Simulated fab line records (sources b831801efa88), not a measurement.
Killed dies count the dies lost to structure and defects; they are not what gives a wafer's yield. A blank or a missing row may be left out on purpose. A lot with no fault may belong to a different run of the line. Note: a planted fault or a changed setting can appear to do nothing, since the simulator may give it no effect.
fab line records / flow gf180mcu
[record] lots = 14 wafers = 42 lastDay = 34
route steps=602 shown M3@414 V3@430 PASSIVATION@595
lots untouched by any fault: they come from a run of this same line in which no faults occurred
startH: hours from the record's opening day to when the first of the lot's shown wafers began / waitH: hours since the lot's step before / " the same as in the row above / L1.1+2: one row covering several wafers at once / - either no value or no given start / * or withheld: withheld / < > ~ a bound
route shown NAME@n: a module of which the file shows steps, and the number in the route of the first / usual: mean and standard deviation over wafers with no fault / same: alike in all rows / chamber/n: place in a boat / sites: each site's reading / _std_site: standard deviation of those values / _edge_site: inner sites' mean taken away from outer sites' mean / radiusMm: for every site, how far away it sits from the centre of the wafer / mask NAME#n: copy n / behind: the tool/chamber that last shaped the wafer / hold: reason for holding the lot/hours on hold/outcome of the hold / device: whichever transistor did not switch (one of n, p or np) / end of line: the route-end tests of the same wafers / for a step that has no rows: nothing shown but its recipe / killed: count of dies lost to structure and defects at first sort (not the wafer's yield) / map: the dies of a wafer, with x for killed, . for not killed, _ for no die there
set.NAME: the run value of the setting; set.NAME@STEP: its run value at that earlier step / model.NAME: the simulator's own value behind a step, which no gauge read
steps of the route over a sample of lots; a table a step, a row a wafer
services: from which hour (startH, from the record's first day; less than 0 if before it) a tool's chamber was out of use, for how many hours, and why
[[steps]]
[step GF_M3_RS_MEAS_05]
[recipe] thkMeasGauge = four-point-probe reads = TiN_of_M3_SPUTTER_04+Ti_of_M3_SPUTTER_03+AlCu_of_M3_SPUTTER_02+TiN_of_M3_SPUTTER_01+Ti_of_M3_SPUTTER_00
[usual] M3_ALCU_RS = 0.0696/0.00055
lot.wafer=L880.2 tool=filmMetro-02 chamber=- startH=466.31 waitH=0.0 M3_ALCU_RS[ohm/sq]=0.0703
lot.wafer=L880.5 tool=filmMetro-02 chamber=- startH=466.31 waitH=0.0 M3_ALCU_RS[ohm/sq]=0.0697
lot.wafer=L880.6 tool=filmMetro-02 chamber=- startH=466.31 waitH=0.0 M3_ALCU_RS[ohm/sq]=0.0703
lot.wafer=L881.1 tool=filmMetro-03 chamber=- startH=476.14 waitH=0.0 M3_ALCU_RS[ohm/sq]=0.0692
lot.wafer=L881.2 tool=filmMetro-03 chamber=- startH=476.14 waitH=0.0 M3_ALCU_RS[ohm/sq]=0.0688
lot.wafer=L881.4 tool=filmMetro-03 chamber=- startH=476.14 waitH=0.0 M3_ALCU_RS[ohm/sq]=0.0693
lot.wafer=L883.2 tool=filmMetro-02 chamber=- startH=492.43 waitH=0.0 M3_ALCU_RS[ohm/sq]=0.0691
lot.wafer=L883.3 tool=filmMetro-02 chamber=- startH=492.43 waitH=0.0 M3_ALCU_RS[ohm/sq]=0.0695
lot.wafer=L883.6 tool=filmMetro-02 chamber=- startH=492.43 waitH=0.0 M3_ALCU_RS[ohm/sq]=0.0696
lot.wafer=L885.1 tool=filmMetro-02 chamber=- startH=511.47 waitH=0.0 M3_ALCU_RS[ohm/sq]=0.0694
lot.wafer=L885.4 tool=filmMetro-02 chamber=- startH=511.47 waitH=0.0 M3_ALCU_RS[ohm/sq]=0.0692
lot.wafer=L885.5 tool=filmMetro-02 chamber=- startH=511.47 waitH=0.0 M3_ALCU_RS[ohm/sq]=0.0693
lot.wafer=L886.2 tool=filmMetro-04 chamber=- startH=521.35 waitH=0.0 M3_ALCU_RS[ohm/sq]=0.0703
lot.wafer=L886.3 tool=filmMetro-04 chamber=- startH=521.35 waitH=0.0 M3_ALCU_RS[ohm/sq]=0.0695
lot.wafer=L886.4 tool=filmMetro-04 chamber=- startH=521.35 waitH=0.0 M3_ALCU_RS[ohm/sq]=0.0691
lot.wafer=L887.3 tool=filmMetro-02 chamber=- startH=532.66 waitH=0.1 M3_ALCU_RS[ohm/sq]=0.0703
lot.wafer=L887.4 tool=filmMetro-02 chamber=- startH=532.66 waitH=0.1 M3_ALCU_RS[ohm/sq]=0.0696
lot.wafer=L887.6 tool=filmMetro-02 chamber=- startH=532.66 waitH=0.1 M3_ALCU_RS[ohm/sq]=0.0699
lot.wafer=L890.1 tool=filmMetro-03 chamber=- startH=561.35 waitH=0.0 M3_ALCU_RS[ohm/sq]=0.0694
lot.wafer=L890.2 tool=filmMetro-03 chamber=- startH=561.35 waitH=0.0 M3_ALCU_RS[ohm/sq]=0.0689
lot.wafer=L890.5 tool=filmMetro-03 chamber=- startH=561.35 waitH=0.0 M3_ALCU_RS[ohm/sq]=0.0685
lot.wafer=L892.2 tool=filmMetro-03 chamber=- startH=568.28 waitH=0.0 M3_ALCU_RS[ohm/sq]=0.0691
lot.wafer=L892.4 tool=filmMetro-03 chamber=- startH=568.28 waitH=0.0 M3_ALCU_RS[ohm/sq]=0.0694
lot.wafer=L892.6 tool=filmMetro-03 chamber=- startH=568.28 waitH=0.0 M3_ALCU_RS[ohm/sq]=0.0691
lot.wafer=L893.1 tool=filmMetro-04 chamber=- startH=574.27 waitH=0.0 M3_ALCU_RS[ohm/sq]=0.0691
lot.wafer=L893.4 tool=filmMetro-04 chamber=- startH=574.27 waitH=0.0 M3_ALCU_RS[ohm/sq]=0.0697
lot.wafer=L893.6 tool=filmMetro-04 chamber=- startH=574.27 waitH=0.0 M3_ALCU_RS[ohm/sq]=0.0694
lot.wafer=L894.1 tool=filmMetro-02 chamber=- startH=587.10 waitH=0.0 M3_ALCU_RS[ohm/sq]=0.0690
lot.wafer=L894.3 tool=filmMetro-02 chamber=- startH=587.10 waitH=0.0 M3_ALCU_RS[ohm/sq]=0.0687
lot.wafer=L894.6 tool=filmMetro-02 chamber=- startH=587.10 waitH=0.0 M3_ALCU_RS[ohm/sq]=0.0690
lot.wafer=L895.2 tool=filmMetro-02 chamber=- startH=594.34 waitH=0.0 M3_ALCU_RS[ohm/sq]=0.0703
lot.wafer=L895.4 tool=filmMetro-02 chamber=- startH=594.34 waitH=0.0 M3_ALCU_RS[ohm/sq]=0.0698
lot.wafer=L895.5 tool=filmMetro-02 chamber=- startH=594.34 waitH=0.0 M3_ALCU_RS[ohm/sq]=0.0704
lot.wafer=L898.1 tool=filmMetro-04 chamber=- startH=635.35 waitH=0.0 M3_ALCU_RS[ohm/sq]=0.0698
lot.wafer=L898.4 tool=filmMetro-04 chamber=- startH=635.35 waitH=0.0 M3_ALCU_RS[ohm/sq]=0.0690
lot.wafer=L898.6 tool=filmMetro-04 chamber=- startH=635.35 waitH=0.0 M3_ALCU_RS[ohm/sq]=0.0698
lot.wafer=L901.3 tool=filmMetro-02 chamber=- startH=641.00 waitH=0.1 M3_ALCU_RS[ohm/sq]=0.0700
lot.wafer=L901.5 tool=filmMetro-02 chamber=- startH=641.00 waitH=0.1 M3_ALCU_RS[ohm/sq]=0.0697
lot.wafer=L901.6 tool=filmMetro-02 chamber=- startH=641.00 waitH=0.1 M3_ALCU_RS[ohm/sq]=0.0699
lot.wafer=L903.2 tool=filmMetro-03 chamber=- startH=658.72 waitH=0.0 M3_ALCU_RS[ohm/sq]=0.0689
lot.wafer=L903.3 tool=filmMetro-03 chamber=- startH=658.72 waitH=0.0 M3_ALCU_RS[ohm/sq]=0.0691
lot.wafer=L903.6 tool=filmMetro-03 chamber=- startH=658.72 waitH=0.0 M3_ALCU_RS[ohm/sq]=0.0688
[step GF_V3_THK_MEAS_01]
[recipe] reads = SiO2_of_V3_CVD_00
[usual] V3_CVD_00_THK = 598/5.7
lot.wafer=L880.2 tool=filmMetro-03 chamber=- startH=491.41 waitH=0.0 V3_CVD_00_THK[nm]=603
lot.wafer=L880.5 tool=filmMetro-03 chamber=- startH=491.41 waitH=0.0 V3_CVD_00_THK[nm]=591
lot.wafer=L880.6 tool=filmMetro-03 chamber=- startH=491.41 waitH=0.0 V3_CVD_00_THK[nm]=600
lot.wafer=L881.1 tool=filmMetro-03 chamber=- startH=501.19 waitH=0.0 V3_CVD_00_THK[nm]=596
lot.wafer=L881.2 tool=filmMetro-03 chamber=- startH=501.19 waitH=0.0 V3_CVD_00_THK[nm]=596
lot.wafer=L881.4 tool=filmMetro-03 chamber=- startH=501.19 waitH=0.0 V3_CVD_00_THK[nm]=595
lot.wafer=L883.2 tool=filmMetro-03 chamber=- startH=517.29 waitH=0.0 V3_CVD_00_THK[nm]=602
lot.wafer=L883.3 tool=filmMetro-03 chamber=- startH=517.29 waitH=0.0 V3_CVD_00_THK[nm]=605
lot.wafer=L883.6 tool=filmMetro-03 chamber=- startH=517.29 waitH=0.0 V3_CVD_00_THK[nm]=607
lot.wafer=L885.1 tool=filmMetro-04 chamber=- startH=535.61 waitH=0.0 V3_CVD_00_THK[nm]=607
lot.wafer=L885.4 tool=filmMetro-04 chamber=- startH=535.61 waitH=0.0 V3_CVD_00_THK[nm]=604
lot.wafer=L885.5 tool=filmMetro-04 chamber=- startH=535.61 waitH=0.0 V3_CVD_00_THK[nm]=603
lot.wafer=L886.2 tool=filmMetro-04 chamber=- startH=544.99 waitH=0.0 V3_CVD_00_THK[nm]=603
lot.wafer=L886.3 tool=filmMetro-04 chamber=- startH=544.99 waitH=0.0 V3_CVD_00_THK[nm]=597
lot.wafer=L886.4 tool=filmMetro-04 chamber=- startH=544.99 waitH=0.0 V3_CVD_00_THK[nm]=593
lot.wafer=L887.3 tool=filmMetro-03 chamber=- startH=556.75 waitH=0.1 V3_CVD_00_THK[nm]=601
lot.wafer=L887.4 tool=filmMetro-03 chamber=- startH=556.75 waitH=0.1 V3_CVD_00_THK[nm]=603
lot.wafer=L887.6 tool=filmMetro-03 chamber=- startH=556.75 waitH=0.1 V3_CVD_00_THK[nm]=593
lot.wafer=L890.1 tool=filmMetro-01 chamber=- startH=584.32 waitH=0.0 V3_CVD_00_THK[nm]=589
lot.wafer=L890.2 tool=filmMetro-01 chamber=- startH=584.32 waitH=0.0 V3_CVD_00_THK[nm]=584
lot.wafer=L890.5 tool=filmMetro-01 chamber=- startH=584.32 waitH=0.0 V3_CVD_00_THK[nm]=588
lot.wafer=L892.2 tool=filmMetro-01 chamber=- startH=591.00 waitH=0.0 V3_CVD_00_THK[nm]=600
lot.wafer=L892.4 tool=filmMetro-01 chamber=- startH=591.00 waitH=0.0 V3_CVD_00_THK[nm]=599
lot.wafer=L892.6 tool=filmMetro-01 chamber=- startH=591.00 waitH=0.0 V3_CVD_00_THK[nm]=599
lot.wafer=L893.1 tool=filmMetro-04 chamber=- startH=596.63 waitH=0.0 V3_CVD_00_THK[nm]=589
lot.wafer=L893.4 tool=filmMetro-04 chamber=- startH=596.63 waitH=0.0 V3_CVD_00_THK[nm]=593
lot.wafer=L893.6 tool=filmMetro-04 chamber=- startH=596.63 waitH=0.0 V3_CVD_00_THK[nm]=599
lot.wafer=L894.1 tool=filmMetro-01 chamber=- startH=609.66 waitH=0.0 V3_CVD_00_THK[nm]=599
lot.wafer=L894.3 tool=filmMetro-01 chamber=- startH=609.66 waitH=0.0 V3_CVD_00_THK[nm]=599
lot.wafer=L894.6 tool=filmMetro-01 chamber=- startH=609.66 waitH=0.0 V3_CVD_00_THK[nm]=603
lot.wafer=L895.2 tool=filmMetro-03 chamber=- startH=616.88 waitH=0.0 V3_CVD_00_THK[nm]=589
lot.wafer=L895.4 tool=filmMetro-03 chamber=- startH=616.88 waitH=0.0 V3_CVD_00_THK[nm]=591
lot.wafer=L895.5 tool=filmMetro-03 chamber=- startH=616.88 waitH=0.0 V3_CVD_00_THK[nm]=592
lot.wafer=L898.1 tool=filmMetro-01 chamber=- startH=656.05 waitH=0.0 V3_CVD_00_THK[nm]=592
lot.wafer=L898.4 tool=filmMetro-01 chamber=- startH=656.05 waitH=0.0 V3_CVD_00_THK[nm]=590
lot.wafer=L898.6 tool=filmMetro-01 chamber=- startH=656.05 waitH=0.0 V3_CVD_00_THK[nm]=593
lot.wafer=L901.3 tool=filmMetro-01 chamber=- startH=661.67 waitH=0.1 V3_CVD_00_THK[nm]=606
lot.wafer=L901.5 tool=filmMetro-01 chamber=- startH=661.67 waitH=0.1 V3_CVD_00_THK[nm]=606
lot.wafer=L901.6 tool=filmMetro-01 chamber=- startH=661.67 waitH=0.1 V3_CVD_00_THK[nm]=604
lot.wafer=L903.2 tool=filmMetro-03 chamber=- startH=679.30 waitH=0.0 V3_CVD_00_THK[nm]=598
lot.wafer=L903.3 tool=filmMetro-03 chamber=- startH=679.30 waitH=0.0 V3_CVD_00_THK[nm]=599
lot.wafer=L903.6 tool=filmMetro-03 chamber=- startH=679.30 waitH=0.0 V3_CVD_00_THK[nm]=601
[step GF_V3_BOW_MEAS_05]
[recipe] mode = bow
[usual] V3_BOW = 116/8.5
lot.wafer=L880.2 tool=filmMetro-01 chamber=- startH=491.91 waitH=0.2 V3_BOW[um]=114
lot.wafer=L880.5 tool=filmMetro-01 chamber=- startH=491.91 waitH=0.2 V3_BOW[um]=126
lot.wafer=L880.6 tool=filmMetro-01 chamber=- startH=491.91 waitH=0.2 V3_BOW[um]=110
lot.wafer=L881.1 tool=filmMetro-01 chamber=- startH=501.68 waitH=0.1 V3_BOW[um]=102
lot.wafer=L881.2 tool=filmMetro-01 chamber=- startH=501.68 waitH=0.1 V3_BOW[um]=96
lot.wafer=L881.4 tool=filmMetro-01 chamber=- startH=501.68 waitH=0.1 V3_BOW[um]=122
lot.wafer=L883.2 tool=filmMetro-01 chamber=- startH=517.80 waitH=0.1 V3_BOW[um]=108
lot.wafer=L883.3 tool=filmMetro-01 chamber=- startH=517.80 waitH=0.1 V3_BOW[um]=119
lot.wafer=L883.6 tool=filmMetro-01 chamber=- startH=517.80 waitH=0.1 V3_BOW[um]=122
lot.wafer=L885.1 tool=filmMetro-01 chamber=- startH=536.10 waitH=0.1 V3_BOW[um]=111
lot.wafer=L885.4 tool=filmMetro-01 chamber=- startH=536.10 waitH=0.1 V3_BOW[um]=101
lot.wafer=L885.5 tool=filmMetro-01 chamber=- startH=536.10 waitH=0.1 V3_BOW[um]=109
lot.wafer=L886.2 tool=filmMetro-03 chamber=- startH=545.49 waitH=0.2 V3_BOW[um]=118
lot.wafer=L886.3 tool=filmMetro-03 chamber=- startH=545.49 waitH=0.2 V3_BOW[um]=129
lot.wafer=L886.4 tool=filmMetro-03 chamber=- startH=545.49 waitH=0.2 V3_BOW[um]=118
lot.wafer=L887.3 tool=filmMetro-04 chamber=- startH=557.30 waitH=0.3 V3_BOW[um]=101
lot.wafer=L887.4 tool=filmMetro-04 chamber=- startH=557.30 waitH=0.3 V3_BOW[um]=113
lot.wafer=L887.6 tool=filmMetro-04 chamber=- startH=557.30 waitH=0.3 V3_BOW[um]=106
lot.wafer=L890.1 tool=filmMetro-04 chamber=- startH=584.90 waitH=0.2 V3_BOW[um]=101
lot.wafer=L890.2 tool=filmMetro-04 chamber=- startH=584.90 waitH=0.2 V3_BOW[um]=109
lot.wafer=L890.5 tool=filmMetro-04 chamber=- startH=584.90 waitH=0.2 V3_BOW[um]=103
lot.wafer=L892.2 tool=filmMetro-01 chamber=- startH=591.50 waitH=0.2 V3_BOW[um]=106
lot.wafer=L892.4 tool=filmMetro-01 chamber=- startH=591.50 waitH=0.2 V3_BOW[um]=118
lot.wafer=L892.6 tool=filmMetro-01 chamber=- startH=591.50 waitH=0.2 V3_BOW[um]=128
lot.wafer=L893.1 tool=filmMetro-04 chamber=- startH=597.11 waitH=0.2 V3_BOW[um]=107
lot.wafer=L893.4 tool=filmMetro-04 chamber=- startH=597.11 waitH=0.2 V3_BOW[um]=123
lot.wafer=L893.6 tool=filmMetro-04 chamber=- startH=597.11 waitH=0.2 V3_BOW[um]=120
lot.wafer=L894.1 tool=filmMetro-03 chamber=- startH=610.15 waitH=0.2 V3_BOW[um]=121
lot.wafer=L894.3 tool=filmMetro-03 chamber=- startH=610.15 waitH=0.2 V3_BOW[um]=120
lot.wafer=L894.6 tool=filmMetro-03 chamber=- startH=610.15 waitH=0.2 V3_BOW[um]=109
lot.wafer=L895.2 tool=filmMetro-03 chamber=- startH=617.43 waitH=0.2 V3_BOW[um]=117
lot.wafer=L895.4 tool=filmMetro-03 chamber=- startH=617.43 waitH=0.2 V3_BOW[um]=107
lot.wafer=L895.5 tool=filmMetro-03 chamber=- startH=617.43 waitH=0.2 V3_BOW[um]=116
lot.wafer=L898.1 tool=filmMetro-03 chamber=- startH=656.54 waitH=0.1 V3_BOW[um]=133
lot.wafer=L898.4 tool=filmMetro-03 chamber=- startH=656.54 waitH=0.1 V3_BOW[um]=110
lot.wafer=L898.6 tool=filmMetro-03 chamber=- startH=656.54 waitH=0.1 V3_BOW[um]=116
lot.wafer=L901.3 tool=filmMetro-04 chamber=- startH=662.18 waitH=0.2 V3_BOW[um]=128
lot.wafer=L901.5 tool=filmMetro-04 chamber=- startH=662.18 waitH=0.2 V3_BOW[um]=113
lot.wafer=L901.6 tool=filmMetro-04 chamber=- startH=662.18 waitH=0.2 V3_BOW[um]=133
lot.wafer=L903.2 tool=filmMetro-03 chamber=- startH=679.84 waitH=0.1 V3_BOW[um]=111
lot.wafer=L903.3 tool=filmMetro-03 chamber=- startH=679.84 waitH=0.1 V3_BOW[um]=104
lot.wafer=L903.6 tool=filmMetro-03 chamber=- startH=679.84 waitH=0.1 V3_BOW[um]=101
[step GF_PASSIVATION_EXPOSE_08]
[recipe] maskId = Pad targetCdNm = 40000 na = 0.57 doseMj = 310
[usual] exposureDoseMJCm2 = 310.0/0.32 focusOffsetNm = 0.0/0.54 reticleTempC = 22.99/0.1
lot.wafer=L880.2 tool=ilineStepper-01 chamber=0 startH=665.53 waitH=- mask=Pad#0 exposureDoseMJCm2=310.3 focusOffsetNm=-0.1 reticleTempC=23.13
lot.wafer=L880.5 tool=ilineStepper-01 chamber=0 startH=665.53 waitH=- mask=Pad#0 exposureDoseMJCm2=310.2 focusOffsetNm=-0.2 reticleTempC=22.98
lot.wafer=L880.6 tool=ilineStepper-01 chamber=0 startH=665.53 waitH=- mask=Pad#0 exposureDoseMJCm2=310.6 focusOffsetNm=0.3 reticleTempC=22.90
lot.wafer=L881.1 tool=ilineStepper-02 chamber=0 startH=673.96 waitH=- mask=Pad#0 exposureDoseMJCm2=309.9 focusOffsetNm=-0.5 reticleTempC=23.01
lot.wafer=L881.2 tool=ilineStepper-02 chamber=0 startH=673.96 waitH=- mask=Pad#0 exposureDoseMJCm2=309.8 focusOffsetNm=-0.2 reticleTempC=23.04
lot.wafer=L881.4 tool=ilineStepper-02 chamber=0 startH=673.96 waitH=- mask=Pad#0 exposureDoseMJCm2=309.4 focusOffsetNm=-0.5 reticleTempC=22.86
lot.wafer=L883.2 tool=ilineStepper-02 chamber=0 startH=688.20 waitH=- mask=Pad#0 exposureDoseMJCm2=310.1 focusOffsetNm=-0.1 reticleTempC=22.97
lot.wafer=L883.3 tool=ilineStepper-02 chamber=0 startH=688.20 waitH=- mask=Pad#0 exposureDoseMJCm2=309.8 focusOffsetNm=-0.3 reticleTempC=22.81
lot.wafer=L883.6 tool=ilineStepper-02 chamber=0 startH=688.20 waitH=- mask=Pad#0 exposureDoseMJCm2=310.5 focusOffsetNm=0.0 reticleTempC=22.93
lot.wafer=L885.1 tool=ilineStepper-02 chamber=0 startH=701.43 waitH=- mask=Pad#0 exposureDoseMJCm2=310.1 focusOffsetNm=-0.3 reticleTempC=22.99
lot.wafer=L885.4 tool=ilineStepper-02 chamber=0 startH=701.43 waitH=- mask=Pad#0 exposureDoseMJCm2=310.0 focusOffsetNm=0.0 reticleTempC=23.00
lot.wafer=L885.5 tool=ilineStepper-02 chamber=0 startH=701.43 waitH=- mask=Pad#0 exposureDoseMJCm2=309.8 focusOffsetNm=0.7 reticleTempC=22.85
lot.wafer=L886.2 tool=ilineStepper-01 chamber=0 startH=708.85 waitH=- mask=Pad#0 exposureDoseMJCm2=310.0 focusOffsetNm=0.5 reticleTempC=23.00
lot.wafer=L886.3 tool=ilineStepper-01 chamber=0 startH=708.85 waitH=- mask=Pad#0 exposureDoseMJCm2=309.7 focusOffsetNm=-0.4 reticleTempC=23.02
lot.wafer=L886.4 tool=ilineStepper-01 chamber=0 startH=708.85 waitH=- mask=Pad#0 exposureDoseMJCm2=310.1 focusOffsetNm=-0.1 reticleTempC=23.13
lot.wafer=L887.3 tool=ilineStepper-01 chamber=0 startH=719.85 waitH=- mask=Pad#0 exposureDoseMJCm2=309.8 focusOffsetNm=0.4 reticleTempC=22.87
lot.wafer=L887.4 tool=ilineStepper-01 chamber=0 startH=719.85 waitH=- mask=Pad#0 exposureDoseMJCm2=309.6 focusOffsetNm=0.4 reticleTempC=22.96
lot.wafer=L887.6 tool=ilineStepper-01 chamber=0 startH=719.85 waitH=- mask=Pad#0 exposureDoseMJCm2=309.8 focusOffsetNm=0.5 reticleTempC=23.06
lot.wafer=L890.1 tool=ilineStepper-01 chamber=0 startH=740.26 waitH=- mask=Pad#0 exposureDoseMJCm2=309.9 focusOffsetNm=1.0 reticleTempC=23.09
lot.wafer=L890.2 tool=ilineStepper-01 chamber=0 startH=740.26 waitH=- mask=Pad#0 exposureDoseMJCm2=309.8 focusOffsetNm=-0.8 reticleTempC=23.09
lot.wafer=L890.5 tool=ilineStepper-01 chamber=0 startH=740.26 waitH=- mask=Pad#0 exposureDoseMJCm2=309.7 focusOffsetNm=0.1 reticleTempC=22.87
lot.wafer=L892.2 tool=ilineStepper-01 chamber=0 startH=747.01 waitH=- mask=Pad#0 exposureDoseMJCm2=310.2 focusOffsetNm=0.8 reticleTempC=22.89
lot.wafer=L892.4 tool=ilineStepper-01 chamber=0 startH=747.01 waitH=- mask=Pad#0 exposureDoseMJCm2=309.3 focusOffsetNm=0.3 reticleTempC=22.99
lot.wafer=L892.6 tool=ilineStepper-01 chamber=0 startH=747.01 waitH=- mask=Pad#0 exposureDoseMJCm2=309.9 focusOffsetNm=-0.3 reticleTempC=22.99
lot.wafer=L893.1 tool=ilineStepper-01 chamber=0 startH=749.59 waitH=- mask=Pad#0 exposureDoseMJCm2=309.7 focusOffsetNm=-0.2 reticleTempC=22.94
lot.wafer=L893.4 tool=ilineStepper-01 chamber=0 startH=749.59 waitH=- mask=Pad#0 exposureDoseMJCm2=309.9 focusOffsetNm=0.5 reticleTempC=23.00
lot.wafer=L893.6 tool=ilineStepper-01 chamber=0 startH=749.59 waitH=- mask=Pad#0 exposureDoseMJCm2=309.9 focusOffsetNm=-0.2 reticleTempC=22.95
lot.wafer=L894.1 tool=ilineStepper-02 chamber=- startH=759.86 waitH=- mask=Pad#0 exposureDoseMJCm2=- focusOffsetNm=- reticleTempC=-
lot.wafer=L894.3 tool=ilineStepper-02 chamber=- startH=759.86 waitH=- mask=Pad#0 exposureDoseMJCm2=- focusOffsetNm=- reticleTempC=-
lot.wafer=L894.6 tool=ilineStepper-02 chamber=- startH=759.86 waitH=- mask=Pad#0 exposureDoseMJCm2=- focusOffsetNm=- reticleTempC=-
lot.wafer=L895.2 tool=ilineStepper-02 chamber=- startH=766.28 waitH=- mask=Pad#0 exposureDoseMJCm2=- focusOffsetNm=- reticleTempC=-
lot.wafer=L895.4 tool=ilineStepper-02 chamber=- startH=766.28 waitH=- mask=Pad#0 exposureDoseMJCm2=- focusOffsetNm=- reticleTempC=-
lot.wafer=L895.5 tool=ilineStepper-02 chamber=- startH=766.28 waitH=- mask=Pad#0 exposureDoseMJCm2=- focusOffsetNm=- reticleTempC=-
lot.wafer=L898.1 tool=ilineStepper-02 chamber=0 startH=799.16 waitH=- mask=Pad#0 exposureDoseMJCm2=310.1 focusOffsetNm=-0.8 reticleTempC=22.97
lot.wafer=L898.4 tool=ilineStepper-02 chamber=0 startH=799.16 waitH=- mask=Pad#0 exposureDoseMJCm2=309.7 focusOffsetNm=0.4 reticleTempC=22.93
lot.wafer=L898.6 tool=ilineStepper-02 chamber=0 startH=799.16 waitH=- mask=Pad#0 exposureDoseMJCm2=309.7 focusOffsetNm=-0.2 reticleTempC=22.98
lot.wafer=L901.3 tool=ilineStepper-01 chamber=0 startH=801.80 waitH=- mask=Pad#0 exposureDoseMJCm2=310.6 focusOffsetNm=1.0 reticleTempC=22.98
lot.wafer=L901.5 tool=ilineStepper-01 chamber=0 startH=801.80 waitH=- mask=Pad#0 exposureDoseMJCm2=310.2 focusOffsetNm=0.8 reticleTempC=22.95
lot.wafer=L901.6 tool=ilineStepper-01 chamber=0 startH=801.80 waitH=- mask=Pad#0 exposureDoseMJCm2=309.3 focusOffsetNm=0.0 reticleTempC=23.08
lot.wafer=L903.2 tool=ilineStepper-01 chamber=0 startH=813.73 waitH=- mask=Pad#0 exposureDoseMJCm2=309.6 focusOffsetNm=-1.6 reticleTempC=23.01
lot.wafer=L903.3 tool=ilineStepper-01 chamber=0 startH=813.73 waitH=- mask=Pad#0 exposureDoseMJCm2=309.8 focusOffsetNm=0.5 reticleTempC=23.05
lot.wafer=L903.6 tool=ilineStepper-01 chamber=0 startH=813.73 waitH=- mask=Pad#0 exposureDoseMJCm2=309.9 focusOffsetNm=-0.2 reticleTempC=22.95
[[services]]
tool=ilineStepper-01 chamber=- startH=676.38 hours=8.2 kind=repair
tool=ilineStepper-02 chamber=0 startH=683.81 hours=- kind=calibration
tool=ilineStepper-01 chamber=- startH=731.37 hours=1.7 kind=pm
tool=ilineStepper-01 chamber=- startH=756.41 hours=8.9 kind=pm
tool=ilineStepper-01 chamber=- startH=765.30 hours=4.4 kind=pm
tool=ilineStepper-01 chamber=0 startH=809.59 hours=- kind=calibration
[[key]]
[firstSign] step = GF_PASSIVATION_EXPOSE_08 reading = toolRecord direction = missing
effect none on later readings
metAt GF_PASSIVATION_EXPOSE_08
struckLots L894,L895
laterRowsLeftOut L894.1,L894.3,L894.6,L895.2,L895.4,L895.5
sortLeftOut L894.1,L894.3,L894.6,L895.2,L895.4,L895.5
notActingAt GF_M3_RS_MEAS_05,GF_V3_THK_MEAS_01,GF_V3_BOW_MEAS_05
onsetBetween 701.43 759.86
[fault] kind = skippedStepWhole tool = ilineStepper-02 chamber = - onsetH = 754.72 steps = GF_PASSIVATION_EXPOSE_08 scope = struckLotsOnly
// sortLeftOut: the simulated sort isn't trusted on such a fault, so these wafers' sort isn't shown, and their yield isn't known
// laterRowsLeftOut: the simulator's readings of these wafers behind a module that went badly wrong aren't trusted and aren't shown, but for the sort
